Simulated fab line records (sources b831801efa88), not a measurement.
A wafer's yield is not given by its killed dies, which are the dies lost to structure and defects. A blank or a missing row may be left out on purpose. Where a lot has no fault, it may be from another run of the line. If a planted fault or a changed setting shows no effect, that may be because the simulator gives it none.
fab line records	flow sky130
record: lots: 6	wafers: 18	last-day: 50
route steps=708 shown POLY_GATE@227 LDD_N@237 PAD_OPEN@708
lots with no fault: from the same line, run without faults
start-h: hours from the record's first day to the start of the lot's first wafer shown	wait-h: hours elapsed since this lot's preceding step	" same as the row above	L1.1+2: a single row standing in for several wafers	- no value present, or no start provided	* or withheld: withheld	< > ~ a bound
route shown NAME@n: names a module that has steps shown in the file, with the first one's number in the route	usual: mean/standard deviation of fault-free wafers	same: alike in all rows	chamber/n: place in a boat	sites: the reading at each site	_std_site: their standard deviation	_edge_site: mean of outer sites minus mean of inner sites	radius-mm: for every site, how far away it sits from the centre of the wafer	mask NAME#n: copy n	behind: the tool/chamber that last shaped the wafer	hold: what put the lot on hold/how long, in hours/how the hold closed	device: which transistor (n, p or np) failed to switch	end of line: the same wafers' tests at the end of the route	step lacking rows: just its recipe	killed: dies that structure and defects cost at the first sort, which is not the same as the wafer's yield	map: the dies of a wafer, with x for killed, . for not killed, _ for no die there
set.NAME: setting as actually run; set.NAME@STEP: the setting as run at that earlier step	model.NAME: the simulator's own value behind a step, which no gauge read
lots at selected steps of the route; one table per step, one row per wafer
services: when a tool's chamber went out of use (start-h, in hours from the record's first day, below 0 if earlier), for how many hours, and the reason
== steps ==
step: SKY_POLY_GATE_CD_MEAS_13
recipe: target-cd-nm: 150
usual: cd-nm: 150.3/1.4
lot.wafer	tool	chamber	start-h	wait-h	cd-nm
L324.2	cd-sem-02	-	404.94	-	149.3
L324.3	"	-	"	"	151.2
L324.4	"	-	"	"	151.9
L332.1	cd-sem-01	-	483.76	-	151.6
L332.5	"	-	"	"	151.9
L332.6	"	-	"	"	150.9
L337.1	cd-sem-01	-	513.01	-	149.8
L337.4	"	-	"	"	148.6
L337.5	"	-	"	"	148.8
L336.2	cd-sem-01	-	513.59	-	151.5
L336.3	"	-	"	"	150.7
L336.6	"	-	"	"	149.9
L339.3	cd-sem-02	-	528.26	-	148.0
L339.5	"	-	"	"	148.2
L339.6	"	-	"	"	147.5
L344.2	cd-sem-01	-	575.19	-	150.3
L344.3	"	-	"	"	149.2
L344.5	"	-	"	"	149.4
step: SKY_POLY_GATE_OVL_MEAS_14
usual: POLY_GATE_OVL: 0/5.2
lot.wafer	tool	chamber	start-h	wait-h	POLY_GATE_OVL[nm]
L324.2	overlay-02	-	405.05	0.1	3
L324.3	"	-	"	"	1
L324.4	"	-	"	"	0
L332.1	overlay-02	-	483.88	0.1	-1
L332.5	"	-	"	"	2
L332.6	"	-	"	"	1
L337.1	overlay-01	-	513.13	0.1	-6
L337.4	"	-	"	"	-4
L337.5	"	-	"	"	0
L336.2	overlay-02	-	513.69	0.1	-7
L336.3	"	-	"	"	-6
L336.6	"	-	"	"	-7
L339.3	overlay-01	-	528.35	0.1	-9
L339.5	"	-	"	"	-3
L339.6	"	-	"	"	1
L344.2	overlay-01	-	575.29	0.1	4
L344.3	"	-	"	"	5
L344.5	"	-	"	"	4
step: SKY_POLY_GATE_ETCH_15
recipe: chemistry: N2/H2	target: BARC	ion-energy-ev: 200	source-w: 500	bias-w: 100	pressure-mtorr: 30	n2-flow-sccm: 100	h2-flow-sccm: 200	stop-on: SiO2	time-s: 118.5	target-depth-a: 1100
usual: drypump-motor-current-A: 5.7/0.42	oes-product-au: 0.717/0.0047	throttle-valve-pct: 13.213/0.0091
lot.wafer	tool	chamber	start-h	wait-h	drypump-motor-current-A	oes-product-au	rf-hours-counter-h	throttle-valve-pct
L324.2	rie-diel-01	2	405.08	0.0	5.9	0.719	2	13.213
L324.3	"	3	"	"	5.7	0.716	10	13.216
L324.4	"	1	"	"	6.5	0.719	98	13.218
L332.1	rie-diel-03	3	483.91	0.0	5.8	0.722	17	13.214
L332.5	"	2	"	"	5.5	0.709	-	13.221
L332.6	"	3	"	"	5.9	0.723	-	13.210
L337.1	rie-diel-02	2	513.16	0.0	5.8	0.723	0	13.223
L337.4	"	3	"	"	5.6	0.710	8	13.218
L337.5	"	1	"	"	6.2	0.721	-	13.205
L336.2	rie-diel-03	0	513.72	0.0	5.2	0.714	0	13.205
L336.3	"	3	"	"	5.8	0.712	18	13.213
L336.6	"	0	"	"	5.1	0.716	-	13.220
L339.3	rie-diel-01	2	528.38	0.0	5.9	0.717	4	13.210
L339.5	"	0	"	"	5.0	0.719	-	13.205
L339.6	"	3	"	"	5.7	0.708	-	13.200
L344.2	rie-diel-03	3	575.32	0.0	5.8	0.717	19	13.203
L344.3	"	2	"	"	5.5	0.721	2	13.221
L344.5	"	1	"	"	6.1	0.712	-	13.209
step: SKY_POLY_GATE_ETCH_16
recipe: stop-on: poly-Si	chemistry: CH3F/O2	target: Si3N4	source-w: 400	bias-w: 80	pressure-mtorr: 25	ch3f-flow-sccm: 40	O2_flow_sccm: 30	time-s: 147.5	target-depth-a: 750
usual: drypump-motor-current-A: 5.7/0.41	oes-product-au: 0.640/0.0054	throttle-valve-pct: 10.535/0.0086
lot.wafer	tool	chamber	start-h	wait-h	drypump-motor-current-A	oes-product-au	rf-hours-counter-h	throttle-valve-pct
L324.2	rie-diel-01	2	405.16	0.0	5.9	0.632	2	10.523
L324.3	"	3	"	"	5.7	0.629	10	10.531
L324.4	"	1	"	"	6.5	0.639	98	10.529
L332.1	rie-diel-03	3	484.00	0.0	5.8	0.638	17	10.547
L332.5	"	2	"	"	5.5	0.641	-	10.533
L332.6	"	3	"	"	5.8	0.636	-	10.526
L337.1	rie-diel-02	2	513.25	0.0	5.8	0.643	0	10.518
L337.4	"	3	"	"	5.6	0.636	8	10.541
L337.5	"	1	"	"	6.2	0.636	-	10.528
L336.2	rie-diel-03	0	513.80	0.0	5.1	0.641	0	10.529
L336.3	"	3	"	"	5.8	0.637	18	10.539
L336.6	"	0	"	"	5.1	0.636	-	10.545
L339.3	rie-diel-01	2	528.46	0.0	5.9	0.640	4	10.529
L339.5	"	0	"	"	5.0	0.644	-	10.531
L339.6	"	3	"	"	5.7	0.648	-	10.531
L344.2	rie-diel-03	3	575.40	0.0	5.8	0.647	19	10.534
L344.3	"	2	"	"	5.5	0.641	2	10.535
L344.5	"	1	"	"	6.1	0.634	-	10.542
step: SKY_POLY_GATE_ETCH_17
recipe: target-depth-nm: 180	stop-on: SiO2	over-etch-frac: 0.56667	chemistry: HBr/Cl2	target: poly-Si	icp-w: 400	bias-w: 100	pressure-mtorr: 10	HBr_flow_sccm: 150	Cl2_flow_sccm: 50	time-s: 70.5
usual: drypump-motor-current-A: 5.9/0.53	mfc-cl2-sccm: 49.97/0.14	oes-product-au: 0.987/0.0059	throttle-valve-pct: 33.685/0.0093
lot.wafer	tool	chamber	start-h	wait-h	drypump-motor-current-A	mfc-cl2-sccm	oes-product-au	rf-hours-counter-h	throttle-valve-pct
L324.2	rie-si-01	0	405.26	0.0	5.5	49.78	0.998	4.1	33.670
L324.3	"	3	"	"	6.6	50.00	0.990	1.0	33.684
L324.4	"	2	"	"	5.3	50.19	0.986	1.7	33.668
L332.1	rie-si-02	3	484.10	0.0	6.6	50.20	0.993	6.9	33.702
L332.5	"	3	"	"	6.6	50.15	0.991	-	33.675
L332.6	"	2	"	"	5.2	50.16	0.984	-	33.683
L337.1	rie-si-02	3	513.35	0.0	6.6	50.21	0.988	7.0	33.673
L337.4	"	1	"	"	5.6	50.14	0.982	6.2	33.681
L337.5	"	0	"	"	6.0	49.90	0.985	-	33.678
L336.2	rie-si-01	3	513.90	0.0	6.6	50.00	0.985	1.8	33.689
L336.3	"	1	"	"	6.3	49.84	0.990	1.3	33.695
L336.6	"	0	"	"	5.5	50.09	0.984	-	33.684
L339.3	rie-si-01	3	528.56	0.0	6.6	49.83	0.987	1.9	33.684
L339.5	"	1	"	"	6.2	49.82	0.981	-	33.685
L339.6	"	0	"	"	5.5	49.62	0.996	-	33.693
L344.2	rie-si-02	2	575.50	0.0	5.2	49.99	0.984	9.1	33.676
L344.3	"	3	"	"	6.6	49.83	0.988	7.2	33.694
L344.5	"	1	"	"	5.6	50.12	0.968	-	33.687
step: SKY_POLY_GATE_STRIP_18
recipe: chemistry: O2/N2	power-w: 1400	pressure-mtorr: 1500	platen-temp-c: withheld	o2-flow-sccm: 3000	n2-flow-sccm: 300	overash-fraction: 0.5
usual: drypump-motor-current-A: 5.8/0.43	oes-product-au: 0.361/0.005	strip-time-to-endpoint-s: 3.171/0.026
lot.wafer	tool	chamber	start-h	wait-h	drypump-motor-current-A	oes-product-au	rf-hours-counter-h	strip-time-to-endpoint-s
L324.2	plasma-asher-02	0	405.32	0.0	6.0	0.353	67	3.240
L324.3	"	1	"	"	5.9	0.367	-	3.194
L324.4	"	0	"	"	6.0	0.362	-	3.194
L332.1	plasma-asher-04	1	484.15	0.0	5.7	0.367	4	3.151
L332.5	"	0	"	"	5.4	0.369	-	3.128
L332.6	"	1	"	"	5.6	0.362	-	3.161
L337.1	plasma-asher-01	1	513.40	0.0	5.3	0.359	72	3.139
L337.4	"	1	"	"	5.3	0.366	-	3.194
L337.5	"	0	"	"	6.5	0.362	-	3.173
L336.2	plasma-asher-02	1	513.96	0.0	5.8	0.360	79	3.190
L336.3	"	1	"	"	5.9	0.368	-	3.192
L336.6	"	1	"	"	5.8	0.360	-	3.185
L339.3	plasma-asher-02	0	528.65	0.1	6.0	0.360	-	3.182
L339.5	"	1	"	"	5.9	0.358	-	3.125
L339.6	"	0	"	"	6.0	0.356	-	3.172
L344.2	plasma-asher-01	0	575.56	0.0	6.6	0.357	79	3.195
L344.3	"	1	"	"	5.3	0.360	-	3.148
L344.5	"	0	"	"	6.6	0.366	-	3.164
step: SKY_POLY_GATE_CLEAN_19
recipe: chemistry: SC1/SC2	mix: 1:4:20	temp-c: 70	time-s: 150	dry: n2-spin
step: SKY_POLY_GATE_OXIDATION_20
recipe: temp-c: 850	ambient: O2	stabilise-s: 600	purge-s: 300	target-thk-a: 40	ox-time-s: 899
step: SKY_POLY_GATE_THK_MEAS_21
recipe: reads: SiO2_of_POLY_GATE_OXIDATION_20
usual: POLY_GATE_OXIDATION_THK: 3.99/0.081
lot.wafer	tool	chamber	start-h	wait-h	POLY_GATE_OXIDATION_THK[nm]
L324.2	film-metro-01	-	408.63	0.0	3.99
L324.3	"	-	"	"	3.98
L324.4	"	-	"	"	4.01
L332.1	film-metro-02	-	485.55	0.0	4.04
L332.5	"	-	"	"	3.94
L332.6	"	-	"	"	4.02
L337.1	film-metro-01	-	514.81	0.0	3.91
L337.4	"	-	"	"	3.92
L337.5	"	-	"	"	3.98
L336.2	film-metro-01	-	515.37	0.0	3.84
L336.3	"	-	"	"	3.85
L336.6	"	-	"	"	3.83
L339.3	film-metro-01	-	530.04	0.0	3.97
L339.5	"	-	"	"	4.07
L339.6	"	-	"	"	4.06
L344.2	film-metro-03	-	576.97	0.0	4.04
L344.3	"	-	"	"	3.98
L344.5	"	-	"	"	3.89
step: SKY_POLY_GATE_CD_MEAS_22
usual: cd-nm: 150.2/2.1
lot.wafer	tool	chamber	start-h	wait-h	cd-nm
L324.2	cd-sem-02	-	408.71	0.1	146.8
L324.3	"	-	"	"	150.8
L324.4	"	-	"	"	150.9
L332.1	cd-sem-02	-	485.61	0.1	154.1
L332.5	"	-	"	"	151.6
L332.6	"	-	"	"	153.1
L337.1	cd-sem-02	-	514.87	0.1	152.3
L337.4	"	-	"	"	150.1
L337.5	"	-	"	"	150.2
L336.2	cd-sem-02	-	515.45	0.1	149.6
L336.3	"	-	"	"	151.2
L336.6	"	-	"	"	149.2
L339.3	cd-sem-01	-	530.13	0.1	147.0
L339.5	"	-	"	"	148.8
L339.6	"	-	"	"	146.2
L344.2	cd-sem-02	-	577.05	0.1	150.4
L344.3	"	-	"	"	150.8
L344.5	"	-	"	"	151.4
step: SKY_LDD_N_DEHYDRATE_00
recipe: temp-c: 200	time-s: 60
step: SKY_LDD_N_HMDS_01
recipe: prime-time-s: 60	prime-temp-c: 120
step: SKY_LDD_N_COAT_02
recipe: resist: NOVOLAK	spin-rpm: 3000	resist-thk-nm: 300
usual: chill-plate-temp-C: 23.00/0.11	dispense-pressure-kPa: 50.5/1.3
lot.wafer	tool	chamber	start-h	wait-h	chill-plate-temp-C	dispense-pressure-kPa	model.NOVOLAK_of_LDD_N_COAT_02.thk-nm
L324.2	litho-track-02	0	423.48	0.1	23.09	49.6	299.8
L324.3	"	0	"	"	23.04	49.6	300
L324.4	"	0	"	"	23.12	49.7	299.9
L332.1	litho-track-04	0	501.09	0.1	23.25	52.8	299.6
L332.5	"	0	"	"	23.11	52.8	298.9
L332.6	"	0	"	"	23.13	52.8	298.8
L337.1	litho-track-04	0	530.54	0.1	22.94	52.8	293.1
L337.4	"	0	"	"	22.97	52.7	294
L337.5	"	0	"	"	23.00	52.7	295.8
L336.2	litho-track-02	0	531.13	0.1	22.91	49.5	302
L336.3	"	0	"	"	23.00	49.5	301.5
L336.6	"	0	"	"	23.11	49.5	301.7
L339.3	litho-track-04	0	545.09	0.1	22.80	52.8	294.7
L339.5	"	0	"	"	22.94	52.8	295.6
L339.6	"	0	"	"	23.07	52.7	295.6
L344.2	litho-track-02	0	591.28	0.1	23.06	49.5	301.5
L344.3	"	0	"	"	23.06	49.6	301.4
L344.5	"	0	"	"	23.03	49.5	301.6
step: SKY_LDD_N_SOFTBAKE_03
recipe: temp-c: 90.7	time-s: 60	resist: NOVOLAK
step: SKY_LDD_N_EXPOSE_04
recipe: mask-id: NTM	target-cd-nm: 840	na: 0.6	source-shape: conventional	sigma-outer: 0.6	dose-mj: 110
step: SKY_LDD_N_PEB_05
recipe: temp-c: withheld	time-s: *	resist: NOVOLAK
step: SKY_LDD_N_DEVELOP_06
recipe: develop-time-s: 60	dev-temp-c: 23
usual: chill-plate-temp-C: 23.00/0.1
same: develop-time-s: 60
lot.wafer	tool	chamber	start-h	wait-h	chill-plate-temp-C	model.NOVOLAK_of_LDD_N_COAT_02.thk-nm
L324.2	litho-track-04	0	438.32	0.1	22.90	298.8
L324.3	"	0	"	"	23.01	299
L324.4	"	0	"	"	22.94	298.9
L332.1	litho-track-02	0	515.66	0.1	23.01	298.7
L332.5	"	0	"	"	22.99	298
L332.6	"	0	"	"	23.11	297.8
L337.1	litho-track-04	0	545.84	0.1	23.16	292.2
L337.4	"	0	"	"	22.90	293
L337.5	"	0	"	"	22.94	294.8
L336.2	litho-track-04	0	546.17	0.1	22.87	301
L336.3	"	0	"	"	22.97	300.5
L336.6	"	0	"	"	22.84	300.7
L339.3	litho-track-01	0	559.27	0.1	23.06	293.8
L339.5	"	0	"	"	23.10	294.6
L339.6	"	0	"	"	23.14	294.6
L344.2	litho-track-01	0	606.09	0.1	23.06	300.5
L344.3	"	0	"	"	22.92	300.4
L344.5	"	0	"	"	22.96	300.7
step: SKY_LDD_N_OVL_MEAS_07
usual: LDD_N_OVL: -0.8/1.1
lot.wafer	tool	chamber	start-h	wait-h	LDD_N_OVL[nm]
L324.2	overlay-01	-	438.45	0.1	-0.5
L324.3	"	-	"	"	-2.5
L324.4	"	-	"	"	-2.9
L332.1	overlay-01	-	515.81	0.1	-3.5
L332.5	"	-	"	"	-2.0
L332.6	"	-	"	"	-2.1
L337.1	overlay-01	-	545.99	0.1	-1.0
L337.4	"	-	"	"	-0.8
L337.5	"	-	"	"	-0.9
L336.2	overlay-02	-	546.30	0.1	0.2
L336.3	"	-	"	"	0.4
L336.6	"	-	"	"	-0.5
L339.3	overlay-02	-	559.38	0.1	-1.5
L339.5	"	-	"	"	-0.4
L339.6	"	-	"	"	-0.6
L344.2	overlay-02	-	606.22	0.1	0.3
L344.3	"	-	"	"	1.5
L344.5	"	-	"	"	-0.3
step: SKY_LDD_N_IMPLANT_08
recipe: species: As	energy-kev: 20	dose-cm2: 7.5e+13	tilt-deg: withheld	rotation-deg: 23
step: SKY_LDD_N_IMPLANT_09
recipe: species: As	energy-kev: 20	dose-cm2: 7.5e+13	tilt-deg: withheld	rotation-deg: 113
step: SKY_LDD_N_IMPLANT_10
recipe: species: As	energy-kev: 20	dose-cm2: 7.5e+13	tilt-deg: withheld	rotation-deg: 203
step: SKY_LDD_N_IMPLANT_11
recipe: species: As	energy-kev: 20	dose-cm2: 7.5e+13	tilt-deg: withheld	rotation-deg: 293
step: SKY_LDD_N_IMPLANT_12
recipe: species: BF2	energy-kev: 50	dose-cm2: 5e+12	tilt-deg: 30	rotation-deg: 0
step: SKY_LDD_N_IMPLANT_13
recipe: species: BF2	energy-kev: 50	dose-cm2: 5e+12	tilt-deg: 30	rotation-deg: 90
step: SKY_LDD_N_IMPLANT_14
recipe: species: BF2	energy-kev: 50	dose-cm2: 5e+12	tilt-deg: 30	rotation-deg: 180
step: SKY_LDD_N_IMPLANT_15
recipe: species: BF2	energy-kev: 50	dose-cm2: 5e+12	tilt-deg: 30	rotation-deg: 270
step: SKY_LDD_N_STRIP_16
recipe: chemistry: O2/N2	power-w: 1400	pressure-mtorr: 1500	platen-temp-c: withheld	o2-flow-sccm: 3000	n2-flow-sccm: 300	overash-fraction: 0.5
usual: drypump-motor-current-A: 5.6/0.5	oes-product-au: 0.406/0.0047	strip-time-to-endpoint-s: 4.310/0.016
lot.wafer	tool	chamber	start-h	wait-h	drypump-motor-current-A	oes-product-au	rf-hours-counter-h	strip-time-to-endpoint-s
L324.2	plasma-asher-03	1	439.68	0.1	5.4	0.409	33	4.290
L324.3	"	0	"	"	5.2	0.401	-	4.303
L324.4	"	1	"	"	5.4	0.406	-	4.305
L332.1	plasma-asher-04	1	517.04	0.1	5.7	0.413	7	4.304
L332.5	"	1	"	"	5.6	0.399	-	4.301
L332.6	"	0	"	"	5.4	0.401	-	4.297
L337.1	plasma-asher-03	1	547.23	0.1	5.4	0.398	44	4.213
L337.4	"	1	"	"	5.4	0.405	-	4.214
L337.5	"	0	"	"	5.2	0.399	-	4.241
L336.2	plasma-asher-04	1	547.53	0.1	5.6	0.410	10	4.331
L336.3	"	0	"	"	5.4	0.395	-	4.316
L336.6	"	1	"	"	5.7	0.405	-	4.315
L339.3	plasma-asher-01	1	560.63	0.1	5.3	0.401	-	4.251
L339.5	"	1	"	"	5.3	0.402	-	4.237
L339.6	"	0	"	"	6.6	0.397	-	4.256
L344.2	plasma-asher-03	1	607.45	0.1	5.4	0.404	51	4.321
L344.3	"	0	"	"	5.2	0.405	-	4.323
L344.5	"	1	"	"	5.5	0.405	-	4.332
step: SKY_LDD_N_TW_MEAS_17
usual: LDD_N_TW: 2579/15
lot.wafer	tool	chamber	start-h	wait-h	LDD_N_TW
L324.2	film-metro-04	-	439.79	0.1	2590
L324.3	"	-	"	"	2582
L324.4	"	-	"	"	2593
L332.1	film-metro-04	-	517.14	0.1	2598
L332.5	"	-	"	"	2593
L332.6	"	-	"	"	2588
L337.1	film-metro-04	-	547.33	0.1	2593
L337.4	"	-	"	"	2606
L337.5	"	-	"	"	2592
L336.2	film-metro-01	-	547.64	0.1	2566
L336.3	"	-	"	"	2573
L336.6	"	-	"	"	2569
L339.3	film-metro-02	-	560.72	0.1	2576
L339.5	"	-	"	"	2566
L339.6	"	-	"	"	2568
L344.2	film-metro-01	-	607.56	0.1	2573
L344.3	"	-	"	"	2576
L344.5	"	-	"	"	2576
step: SKY_PAD_OPEN_PROBE_99
usual: killed_at_M0_to_M3: 44/7.9	killed_at_M4_up: 3.1/1.9	killed-at-contacts: 24/4.6	killed-at-front-end: 16/4.9	killed-at-other: 0.3/0.6	killed-dies: 87/9.7	killed-open: 48/7.2	killed-short: 39/5.6
same: gross-dies: 492	killed-at-back-side: 0
lot.wafer	tool	chamber	start-h	wait-h	killed_at_M0_to_M3	killed_at_M4_up	killed-at-contacts	killed-at-front-end	killed-at-other	killed-dies	killed-open	killed-short
L324.2	prober-01	-	1088.12	0.1	54	4	17	16	0	91	47	43
L324.3	prober-01	-	1088.17	0.2	38	5	28	23	0	94	53	39
L324.4	prober-01	-	1088.22	0.2	39	5	24	16	0	84	40	43
L337.1	prober-02	-	1185.79	0.1	49	2	19	11	0	81	45	36
L337.4	prober-02	-	1185.94	0.2	57	5	24	9	0	95	51	44
L337.5	prober-02	-	1185.99	0.2	54	3	29	10	0	96	51	45
L339.3	prober-02	-	1189.33	0.2	49	3	27	12	1	92	55	36
L339.5	prober-02	-	1189.43	0.2	45	4	26	14	1	90	42	48
L339.6	prober-02	-	1189.48	0.2	34	2	28	23	0	87	41	45
L344.2	prober-02	-	1193.88	0.1	41	6	38	11	0	96	51	45
L344.3	prober-02	-	1193.93	0.2	51	8	22	13	0	94	53	39
L344.5	prober-02	-	1194.03	0.2	52	3	20	17	0	92	50	41
killed by level:class
L324.2 METAL2:geometric-particle:short=11 VIA1:geometric-particle:open=10 CONTACT:geometric-particle:open=8 LI_CONTACT:geometric-particle:open=7 METAL1:geometric-particle:short=7 VIA2:geometric-particle:open=7 FIELD_ISO:geometric-particle:short=4 FIELD_ISO:geometric-particle:open=4
L324.3 VIA1:geometric-particle:open=15 CONTACT:geometric-particle:open=9 POLY_GATE:geometric-particle:short=8 LI_CONTACT:geometric-particle:open=7 CONTACT:geometric-particle:short=7 LOCAL_INTERCONNECT:geometric-particle:short=5 FIELD_ISO:geometric-particle:short=4 POLY_GATE:geometric-particle:open=4
L324.4 VIA1:geometric-particle:open=8 LI_CONTACT:geometric-particle:open=6 CONTACT:geometric-particle:open=6 VIA1:geometric-particle:short=5 LOCAL_INTERCONNECT:geometric-particle:short=5 METAL1:geometric-particle:short=5 FIELD_ISO:geometric-particle:short=4 POLY_GATE:geometric-particle:short=4
L337.1 VIA1:geometric-particle:open=10 VIA3:geometric-particle:open=7 VIA2:geometric-particle:open=7 METAL2:geometric-particle:short=7 POLY_GATE:geometric-particle:short=5 LI_CONTACT:geometric-particle:open=5 CONTACT:geometric-particle:open=5 VIA2:geometric-particle:short=5
L337.4 VIA1:geometric-particle:short=11 METAL2:geometric-particle:short=9 CONTACT:geometric-particle:open=8 VIA2:geometric-particle:open=8 VIA3:geometric-particle:open=7 VIA1:geometric-particle:open=6 LI_CONTACT:geometric-particle:open=5 METAL1:geometric-particle:open=5
L337.5 VIA1:geometric-particle:open=10 LI_CONTACT:geometric-particle:open=9 LOCAL_INTERCONNECT:geometric-particle:short=8 VIA2:geometric-particle:open=8 VIA3:geometric-particle:open=8 CONTACT:geometric-particle:open=7 METAL1:geometric-particle:short=7 VIA1:geometric-particle:short=7
L339.3 CONTACT:geometric-particle:open=14 VIA1:geometric-particle:open=8 VIA3:geometric-particle:open=7 POLY_GATE:geometric-particle:open=5 LI_CONTACT:geometric-particle:open=5 METAL1:geometric-particle:short=5 VIA1:geometric-particle:short=5 METAL1:geometric-particle:open=4
L339.5 CONTACT:geometric-particle:open=10 METAL2:geometric-particle:short=10 METAL1:geometric-particle:short=8 LI_CONTACT:geometric-particle:open=6 VIA3:geometric-particle:open=6 CONTACT:geometric-particle:short=5 VIA1:geometric-particle:open=5 FIELD_ISO:geometric-particle:open=4
L339.6 CONTACT:geometric-particle:open=10 POLY_GATE:geometric-particle:open=9 FIELD_ISO:geometric-particle:short=8 CONTACT:geometric-particle:short=8 METAL1:geometric-particle:short=6 VIA3:geometric-particle:short=6 LI_CONTACT:geometric-particle:open=5 VIA1:geometric-particle:open=5
L344.2 CONTACT:geometric-particle:open=12 VIA1:geometric-particle:open=10 LI_CONTACT:geometric-particle:open=8 CONTACT:geometric-particle:short=7 LOCAL_INTERCONNECT:geometric-particle:short=5 METAL3:geometric-particle:short=5 VIA2:geometric-particle:open=5 VIA3:geometric-particle:open=5
L344.3 VIA1:geometric-particle:open=12 CONTACT:geometric-particle:open=8 POLY_GATE:geometric-particle:open=6 VIA2:geometric-particle:open=6 VIA1:geometric-particle:short=5 METAL4:geometric-particle:short=5 METAL3:geometric-particle:short=5 LOCAL_INTERCONNECT:geometric-particle:short=5
L344.5 VIA1:geometric-particle:open=10 METAL2:geometric-particle:short=8 VIA2:geometric-particle:open=7 VIA1:geometric-particle:short=6 POLY_GATE:geometric-particle:short=5 LI_CONTACT:geometric-particle:open=5 LOCAL_INTERCONNECT:geometric-particle:short=5 CONTACT:geometric-particle:open=5
== services ==
tool	chamber	start-h	hours	kind
plasma-asher-02	-	397.00	0.6	repair
plasma-asher-04	-	413.80	0.9	repair
plasma-asher-04	-	421.25	9.0	pm
plasma-asher-04	-	430.25	10.0	pm
rie-diel-01	-	433.95	2.8	pm
plasma-asher-04	-	437.79	3.2	repair
rie-diel-03	2	441.94	-	clean
rie-diel-03	2	441.94	28.1	scheduled-down
rie-si-02	-	471.72	2.8	pm
rie-si-02	2	475.72	3.3	repair
rie-si-01	0	490.95	3.3	repair
plasma-asher-04	-	502.54	2.8	repair
plasma-asher-02	-	517.72	2.8	pm
rie-si-02	-	523.71	10.0	pm
rie-diel-03	2	527.48	21.7	repair
rie-diel-03	3	527.68	9.0	repair
rie-diel-01	1	538.43	4.2	repair
rie-diel-02	0	539.57	2.5	repair
rie-diel-01	0	539.86	3.1	repair
plasma-asher-04	-	559.68	28.0	repair
rie-diel-01	0	565.71	6.7	repair
rie-diel-02	1	566.82	3.9	repair
rie-diel-03	0	574.16	16.8	repair
rie-diel-03	3	580.36	3.3	repair
== key ==
first-sign: step: SKY_LDD_N_STRIP_16	reading: strip-time-to-endpoint-s	direction: down	sigmas: 4.7	usual: *	struck: *
effect none on later readings
model-effect: step: SKY_LDD_N_COAT_02	value: NOVOLAK_of_LDD_N_COAT_02.thk-nm	without: 299.1	struck: 294.8
model-effect: step: SKY_LDD_N_DEVELOP_06	value: NOVOLAK_of_LDD_N_COAT_02.thk-nm	without: 298.2	struck: 293.8
met-at SKY_LDD_N_COAT_02
struck-wafers L337.1,L337.4,L337.5,L339.3,L339.5,L339.6
tester-left-out L337,L339
onset-between 501.09 530.54
fault: kind: process-parameter-drift	tool: litho-track-04	chamber: -	onset-h: 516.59	steps: SKY_LDD_N_COAT_02	channel: resist-thk-nm	offset: -4.3461	shape: step	end-h: 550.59	acts-in: these-recipes-only	stated: 300
tester-left-out: of these lots the tester's yield and bins aren't shown, on N5 and GAA mostly nor the transistor test; their killed dies are dies lost to structure and defects alone, not to doping, threshold or leakage, so they don't give the yield
